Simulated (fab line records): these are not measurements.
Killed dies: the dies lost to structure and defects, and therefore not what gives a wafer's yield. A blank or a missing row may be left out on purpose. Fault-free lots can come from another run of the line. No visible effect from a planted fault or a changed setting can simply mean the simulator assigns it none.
fab line records	flow sky130
record lots=5	wafers=15	last-day=52
route steps=708 shown SONOS_ONO@173 PAD_OPEN@708
lots that met no fault: taken from a fault-free run of the same line
start-h: start of the lot's first displayed wafer, in hours after the record's first day	wait-h: how many hours have passed since the lot's step before this one	" the same as in the row above	L1.1+2: a single row standing in for several wafers	- no value present, or no start provided	* or withheld: withheld	< > ~ a bound
route shown NAME@n: a module of which the file shows steps, and the number in the route of the first	usual: mean and standard deviation over wafers with no fault	same: alike in all rows	chamber/n: place in a boat	sites: each site's reading	_std_site: how widely they spread, as a standard deviation	_edge_site: inner sites' mean taken away from outer sites' mean	radius-mm: how far each site lies from the wafer's centre	mask NAME#n: copy n	behind: the most recent tool/chamber to have shaped the wafer	hold: why the lot went on hold/how many hours it stayed there/how the hold came to an end	device: whichever transistor did not switch (one of n, p or np)	end of line: the tests these same wafers got at the end of their route	a step given without rows: its recipe and nothing more	killed: dies lost to structure and defects at the first sort, not the wafer's yield	map: dies across one wafer; x = killed, . = not, _ = none there
set.NAME: setting as actually run; set.NAME@STEP: the setting as run at that earlier step	model.NAME: the simulator's own value behind a step, which no gauge read
lots seen at some steps along the route; tables by step, rows by wafer
services: when a tool's chamber went out of use (start-h, in hours from the record's first day, below 0 if earlier), for how many hours, and the reason
## steps
# step SKY_SONOS_ONO_THK_MEAS_05
# recipe reads=SiO2_of_SONOS_ONO_CVD_04
# usual SONOS_ONO_CVD_04_THK=5.76/0.09
lot.wafer	tool	chamber	start-h	wait-h	SONOS_ONO_CVD_04_THK[nm]
L426.2	film-metro-02	-	255.85	0.0	5.75
L426.3	"	-	"	"	5.83
L426.6	"	-	"	"	5.74
L434.3	film-metro-03	-	323.03	0.0	5.94
L434.4	"	-	"	"	5.78
L434.6	"	-	"	"	5.83
L442.3	film-metro-01	-	395.93	0.0	5.72
L442.4	"	-	"	"	5.80
L442.5	"	-	"	"	5.75
L444.1	film-metro-01	-	418.40	0.0	5.81
L444.3	"	-	"	"	5.81
L444.6	"	-	"	"	5.84
L449.2	film-metro-01	-	456.31	0.0	5.69
L449.4	"	-	"	"	5.72
L449.5	"	-	"	"	5.68
# step SKY_SONOS_ONO_DEHYDRATE_06
# recipe temp-c=200	time-s=60
# step SKY_SONOS_ONO_HMDS_07
# recipe prime-time-s=60	prime-temp-c=120
# step SKY_SONOS_ONO_COAT_08
# recipe resist=NOVOLAK	spin-rpm=3000	resist-thk-nm=1140
# step SKY_SONOS_ONO_SOFTBAKE_09
# recipe temp-c=90	time-s=60	resist=NOVOLAK
# step SKY_SONOS_ONO_EXPOSE_10
# recipe mask-id=ONOM	target-cd-nm=410	na=0.6	source-shape=conventional	sigma-outer=0.6	dose-mj=150
# step SKY_SONOS_ONO_PEB_11
# recipe temp-c=withheld	time-s=*	resist=NOVOLAK
# step SKY_SONOS_ONO_DEVELOP_12
# recipe develop-time-s=60	dev-temp-c=23
# step SKY_SONOS_ONO_CD_MEAS_13
# recipe target-cd-nm=410
# usual cd-nm=410.4/2
lot.wafer	tool	chamber	start-h	wait-h	cd-nm
L426.2	cd-sem-01	-	281.96	0.1	411.7
L426.3	"	-	"	"	412.4
L426.6	"	-	"	"	412.4
L434.3	cd-sem-02	-	351.28	0.1	410.2
L434.4	"	-	"	"	412.3
L434.6	"	-	"	"	410.6
L442.3	cd-sem-02	-	426.64	0.1	413.6
L442.4	"	-	"	"	411.8
L442.5	"	-	"	"	412.6
L444.1	cd-sem-01	-	450.99	0.1	409.5
L444.3	"	-	"	"	411.1
L444.6	"	-	"	"	411.3
L449.2	cd-sem-02	-	489.46	0.1	409.8
L449.4	"	-	"	"	408.7
L449.5	"	-	"	"	408.4
# step SKY_SONOS_ONO_OVL_MEAS_14
# usual SONOS_ONO_OVL=1.1/1.5
lot.wafer	tool	chamber	start-h	wait-h	SONOS_ONO_OVL[nm]
L426.2	overlay-01	-	282.07	0.1	-1.0
L426.3	"	-	"	"	0.3
L426.6	"	-	"	"	0.1
L434.3	overlay-02	-	351.38	0.1	1.1
L434.4	"	-	"	"	3.3
L434.6	"	-	"	"	1.9
L442.3	overlay-02	-	426.73	0.1	1.5
L442.4	"	-	"	"	-2.1
L442.5	"	-	"	"	-0.1
L444.1	overlay-01	-	451.11	0.1	1.6
L444.3	"	-	"	"	1.1
L444.6	"	-	"	"	1.0
L449.2	overlay-02	-	489.57	0.1	2.1
L449.4	"	-	"	"	2.6
L449.5	"	-	"	"	2.1
# step SKY_SONOS_ONO_ETCH_15
# recipe target-depth-nm=19.52	chemistry=CHF3/O2	source-w=600	bias-w=200	pressure-mtorr=40	chf3-flow-sccm=50	O2_flow_sccm=5	time-s=7.8
# usual drypump-motor-current-A=5.7/0.39	oes-product-au=1.004/0.0096	throttle-valve-pct=8.826/0.0096
lot.wafer	tool	chamber	start-h	wait-h	drypump-motor-current-A	oes-product-au	rf-hours-counter-h	throttle-valve-pct
L426.2	rie-diel-02	0	282.10	0.0	5.5	1.012	13	8.821
L426.3	"	2	"	"	6.2	0.994	56	8.832
L426.6	"	0	"	"	5.5	0.999	-	8.807
L434.3	rie-diel-02	0	351.40	0.0	5.5	0.995	15	8.817
L434.4	"	1	"	"	5.4	0.991	4	8.835
L434.6	"	3	"	"	5.4	0.995	-	8.840
L442.3	rie-diel-04	1	426.76	0.0	6.3	1.002	5	8.816
L442.4	"	2	"	"	5.7	1.002	9	8.826
L442.5	"	1	"	"	6.3	0.997	-	8.832
L444.1	rie-diel-02	2	451.15	0.0	6.2	0.990	60	8.811
L444.3	"	3	"	"	5.5	0.989	6	8.827
L444.6	"	2	"	"	6.2	0.992	-	8.844
L449.2	rie-diel-01	3	489.60	0.0	5.1	1.018	12	8.830
L449.4	"	0	"	"	6.1	1.013	5	8.813
L449.5	"	3	"	"	5.1	1.007	-	8.821
# step SKY_SONOS_ONO_WET_ETCH_16
# recipe chemistry=dHF	target-depth-nm=14	dry=n2-spin	target=SiO2	dilution=100:1	temp-c=25	time-s=280
# step SKY_SONOS_ONO_STRIP_17
# recipe chemistry=O2/N2	power-w=1400	pressure-mtorr=1500	platen-temp-c=withheld	o2-flow-sccm=3000	n2-flow-sccm=300	overash-fraction=0.5
# usual drypump-motor-current-A=5.87/0.18	oes-product-au=0.710/0.0046	strip-time-to-endpoint-s=14.10/0.046
lot.wafer	tool	chamber	start-h	wait-h	drypump-motor-current-A	oes-product-au	rf-hours-counter-h	strip-time-to-endpoint-s	model.NOVOLAK_of_SONOS_ONO_COAT_08.thk-nm
L426.2	plasma-asher-01	0	282.21	0.0	5.81	0.707	45	14.03	0
L426.3	"	0	"	"	5.83	0.705	-	14.01	0
L426.6	"	1	"	"	6.04	0.707	-	14.02	0
L434.3	plasma-asher-02	0	351.54	0.0	5.55	0.933	-	-	360.8
L434.4	"	1	"	"	6.02	0.921	-	-	359.5
L434.6	"	0	"	"	5.60	0.922	-	-	361.1
L442.3	plasma-asher-04	0	426.90	0.0	6.01	0.709	-	14.16	0
L442.4	"	1	"	"	5.74	0.708	-	14.08	0
L442.5	"	0	"	"	6.03	0.713	-	14.15	0
L444.1	plasma-asher-04	0	451.26	0.0	6.06	0.710	34	14.16	0
L444.3	"	1	"	"	5.71	0.708	-	14.07	0
L444.6	"	1	"	"	5.72	0.707	-	14.11	0
L449.2	plasma-asher-02	0	489.71	0.0	5.53	0.706	71	14.12	0
L449.4	"	0	"	"	5.54	0.707	-	14.10	0
L449.5	"	0	"	"	5.56	0.700	-	14.10	0
# step SKY_SONOS_ONO_WET_ETCH_18
# recipe chemistry=H3PO4	target-depth-nm=15	target=Si3N4	temp-c=160	time-s=172
# step SKY_PAD_OPEN_PROBE_99
# usual killed_at_M0_to_M3=44/7.1	killed_at_M4_up=3.3/1.9	killed-at-contacts=24/5.3	killed-at-front-end=15/4.5	killed-at-other=0.3/0.55	killed-dies=86/9.5	killed-on-rim=16/3.7	killed-open=46/7.3	killed-short=39/6.4
# same gross-dies=492	killed-at-back-side=0
lot.wafer	tool	chamber	start-h	wait-h	killed_at_M0_to_M3	killed_at_M4_up	killed-at-contacts	killed-at-front-end	killed-at-other	killed-dies	killed-on-rim	killed-open	killed-short
L426.2	prober-02	-	1114.46	0.1	40	1	23	13	0	77	11	40	37
L426.3	prober-02	-	1114.51	0.2	36	3	29	10	0	78	20	41	37
L426.6	prober-02	-	1114.66	0.2	45	2	24	10	0	81	17	38	42
L434.3	prober-02	-	1165.55	0.2	36	3	22	431	0	492	96	44	30
L434.4	prober-02	-	1165.60	0.2	30	4	22	436	0	492	96	38	32
L434.6	prober-02	-	1165.70	0.2	38	4	26	424	0	492	96	44	38
L442.3	prober-02	-	1212.96	0.2	47	2	17	16	1	83	15	44	39
L442.4	prober-02	-	1213.01	0.2	30	1	21	15	0	67	12	41	26
L442.5	prober-02	-	1213.06	0.2	55	3	21	16	0	95	23	49	46
L444.1	prober-01	-	1226.01	0.1	40	1	20	13	0	74	16	37	37
L444.3	prober-01	-	1226.11	0.2	43	5	24	13	1	86	16	43	43
L444.6	prober-01	-	1226.26	0.2	37	3	27	12	0	79	17	45	33
L449.2	prober-02	-	1240.25	0.1	48	3	17	16	1	85	17	43	42
L449.4	prober-02	-	1240.35	0.2	50	4	28	13	0	95	19	40	55
L449.5	prober-02	-	1240.40	0.2	39	3	19	12	0	73	13	41	32
# killed by level:class
L426.2 VIA2:geometric-particle:open=9 CONTACT:geometric-particle:open=9 METAL1:geometric-particle:short=7 VIA1:geometric-particle:open=7 POLY_GATE:geometric-particle:short=4 LI_CONTACT:geometric-particle:open=4 LOCAL_INTERCONNECT:geometric-particle:short=4 CONTACT:geometric-particle:short=4
L426.3 CONTACT:geometric-particle:open=9 LI_CONTACT:geometric-particle:open=8 VIA3:geometric-particle:open=7 VIA1:geometric-particle:open=6 VIA1:geometric-particle:short=5 METAL2:geometric-particle:short=5 FIELD_ISO:geometric-particle:short=4 LOCAL_INTERCONNECT:geometric-particle:short=4
L426.6 VIA1:geometric-particle:open=14 METAL1:geometric-particle:short=8 LOCAL_INTERCONNECT:geometric-particle:short=7 LI_CONTACT:geometric-particle:open=5 VIA3:geometric-particle:short=5 CONTACT:geometric-particle:open=5 LI_CONTACT:geometric-particle:short=4 VIA2:geometric-particle:open=4
L434.3 GATE_OXIDE:area-oxidation=418 VIA3:geometric-particle:open=10 VIA1:geometric-particle:open=10 LI_CONTACT:geometric-particle:open=7 CONTACT:geometric-particle:open=6 LOCAL_INTERCONNECT:geometric-particle:short=6 FIELD_ISO:geometric-particle:open=4 POLY_GATE:geometric-particle:short=4
L434.4 GATE_OXIDE:area-oxidation=421 CONTACT:geometric-particle:open=12 VIA2:geometric-particle:open=6 METAL3:geometric-particle:short=5 FIELD_ISO:geometric-particle:open=4 FIELD_ISO:geometric-particle:short=4 POLY_GATE:geometric-particle:open=4 VIA3:geometric-particle:open=4
L434.6 GATE_OXIDE:area-oxidation=410 VIA1:geometric-particle:open=10 CONTACT:geometric-particle:open=9 FIELD_ISO:geometric-particle:open=6 VIA1:geometric-particle:short=6 CONTACT:geometric-particle:short=6 METAL1:geometric-particle:short=6 VIA3:geometric-particle:open=6
L442.3 VIA1:geometric-particle:open=15 CONTACT:geometric-particle:open=6 LI_CONTACT:geometric-particle:open=5 METAL2:geometric-particle:short=5 VIA2:geometric-particle:short=5 POLY_GATE:geometric-particle:short=4 METAL1:geometric-particle:short=4 VIA2:geometric-particle:open=4
L442.4 CONTACT:geometric-particle:open=9 VIA3:geometric-particle:open=8 VIA2:geometric-particle:open=6 METAL2:geometric-particle:short=5 LI_CONTACT:geometric-particle:open=5 FIELD_ISO:geometric-particle:short=4 POLY_GATE:geometric-particle:short=4 VIA1:geometric-particle:open=4
L442.5 METAL2:geometric-particle:short=12 VIA2:geometric-particle:open=11 VIA3:geometric-particle:open=7 LI_CONTACT:geometric-particle:open=7 CONTACT:geometric-particle:open=6 VIA1:geometric-particle:short=6 VIA1:geometric-particle:open=6 LOCAL_INTERCONNECT:geometric-particle:short=5
L444.1 VIA3:geometric-particle:open=7 CONTACT:geometric-particle:open=7 FIELD_ISO:geometric-particle:short=6 LI_CONTACT:geometric-particle:open=6 VIA1:geometric-particle:open=6 VIA2:geometric-particle:open=6 VIA1:geometric-particle:short=5 CONTACT:geometric-particle:short=5
L444.3 CONTACT:geometric-particle:open=12 VIA1:geometric-particle:open=9 VIA1:geometric-particle:short=8 METAL4:geometric-particle:short=5 POLY_GATE:geometric-particle:short=5 METAL1:geometric-particle:short=5 FIELD_ISO:geometric-particle:open=4 METAL2:geometric-particle:short=4
L444.6 CONTACT:geometric-particle:open=10 VIA3:geometric-particle:open=8 LI_CONTACT:geometric-particle:open=7 VIA1:geometric-particle:open=6 METAL1:geometric-particle:short=5 METAL2:geometric-particle:short=5 POLY_GATE:geometric-particle:open=4 CONTACT:geometric-particle:short=4
L449.2 CONTACT:geometric-particle:open=8 METAL1:geometric-particle:short=8 VIA2:geometric-particle:open=7 METAL2:geometric-particle:short=6 VIA3:geometric-particle:open=6 POLY_GATE:geometric-particle:short=5 VIA1:geometric-particle:short=5 VIA1:geometric-particle:open=5
L449.4 METAL1:geometric-particle:short=10 CONTACT:geometric-particle:open=8 LOCAL_INTERCONNECT:geometric-particle:short=7 CONTACT:geometric-particle:short=7 METAL2:geometric-particle:short=7 VIA1:geometric-particle:open=6 VIA3:geometric-particle:open=6 VIA3:geometric-particle:short=5
L449.5 VIA3:geometric-particle:open=10 CONTACT:geometric-particle:open=9 VIA1:geometric-particle:open=8 POLY_GATE:geometric-particle:open=5 LOCAL_INTERCONNECT:geometric-particle:short=4 METAL2:geometric-particle:short=4 METAL3:geometric-particle:short=4 FIELD_ISO:geometric-particle:open=3
# map L434.3 (x killed, . not)
__________xxxxxxxxxx_________
________xxxxxxxxxxxxxx_______
______xxxxxxxxxxxxxxxxxx_____
_____xxxxxxxxxxxxxxxxxxxx____
____xxxxxxxxxxxxxxxxxxxxxx___
___xxxxxxxxxxxxxxxxxxxxxxxx__
__xxxxxxxxxxxxxxxxxxxxxxxxxx_
_xxxxxxxxxxxxxxxxxxxxxxxxxxxx
_xxxxxxxxxxxxxxxxxxxxxxxxxxxx
_xxxxxxxxxxxxxxxxxxxxxxxxxxxx
_xxxxxxxxxxxxxxxxxxxxxxxxxxxx
_xxxxxxxxxxxxxxxxxxxxxxxxxxxx
_xxxxxxxxxxxxxxxxxxxxxxxxxxxx
_xxxxxxxxxxxxxxxxxxxxxxxxxxxx
_xxxxxxxxxxxxxxxxxxxxxxxxxxxx
__xxxxxxxxxxxxxxxxxxxxxxxxxx_
___xxxxxxxxxxxxxxxxxxxxxxxx__
____xxxxxxxxxxxxxxxxxxxxxx___
_____xxxxxxxxxxxxxxxxxxxx____
______xxxxxxxxxxxxxxxxxx_____
________xxxxxxxxxxxxxx_______
__________xxxxxxxxxx_________
# map L449.4 (x killed, . not)
__________......x..._________
________.............._______
______.xx.....x..x.....x_____
_____......x...x.x..x...x____
____..x....xx...x.x.x..x..___
___x...........x.......xxx.__
__x......x...x..x..........._
_.........x.........xx.......
_x.x.x.................xxxxx.
_...x..xx......x......x..x.x.
_x......x........x.xx..x....x
_..............x...........x.
_...x.xx......x.x.x.xxxx.....
_.......x.....x.....x....x...
_..x..x.....x.............x.x
__...........xx........x..x._
___..x...x.x.....xx......x.__
____...x...x.............x___
_____....x...x..xx.......____
______.................._____
________.........x...._______
__________.x..x.xx.._________
## services
tool	chamber	start-h	hours	kind
rie-diel-01	1	268.98	6.1	repair
plasma-asher-02	-	273.47	9.9	repair
rie-diel-04	1	280.27	3.9	repair
plasma-asher-01	-	297.91	4.1	repair
rie-diel-04	-	305.16	1.3	repair
rie-diel-02	1	327.30	1.4	repair
rie-diel-01	0	334.02	8.3	repair
rie-diel-04	-	389.31	1.0	repair
plasma-asher-01	-	390.63	14.6	pm
plasma-asher-01	-	409.35	3.8	repair
rie-diel-04	-	417.92	0.4	repair
rie-diel-01	2	425.27	-	clean
rie-diel-01	2	425.27	31.3	scheduled-down
rie-diel-01	2	425.27	31.3	vent-cycle
plasma-asher-01	-	457.41	1.6	repair
rie-diel-04	2	469.06	5.4	repair
rie-diel-02	0	484.83	12.8	repair
rie-diel-04	2	486.50	8.4	repair
rie-diel-02	3	489.32	4.7	repair
## key
first-sign step=SKY_SONOS_ONO_STRIP_17	reading=oes-product-au	direction=up	sigmas=47	usual=0.710	struck=0.925
effect step=SKY_PAD_OPEN_PROBE_99	reading=killed-at-front-end	direction=up	sigmas=93	usual=15	struck=430
model-effect step=SKY_SONOS_ONO_STRIP_17	value=NOVOLAK_of_SONOS_ONO_COAT_08.thk-nm	without=0	struck=360.5
more-kills-born-at SKY_GATE_OXIDE_OXIDATION_01@furnace-02=1249
met-at SKY_SONOS_ONO_STRIP_17
struck-wafers L434.3,L434.4,L434.6
later-rows-left-out L434.3,L434.4,L434.6
tester-left-out L434
fault kind=strip-aborted	tool=plasma-asher-02	chamber=-	onset-h=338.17	steps=SKY_SONOS_ONO_STRIP_17	offset=0.59326	end-h=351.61
# tester-left-out: of these lots the tester's yield and bins aren't shown, on N5 and GAA mostly nor the transistor test; their killed dies are dies lost to structure and defects alone, not to doping, threshold or leakage, so they don't give the yield
# later-rows-left-out: the simulator's readings of these wafers behind a module that went badly wrong aren't trusted and aren't shown, but for the sort
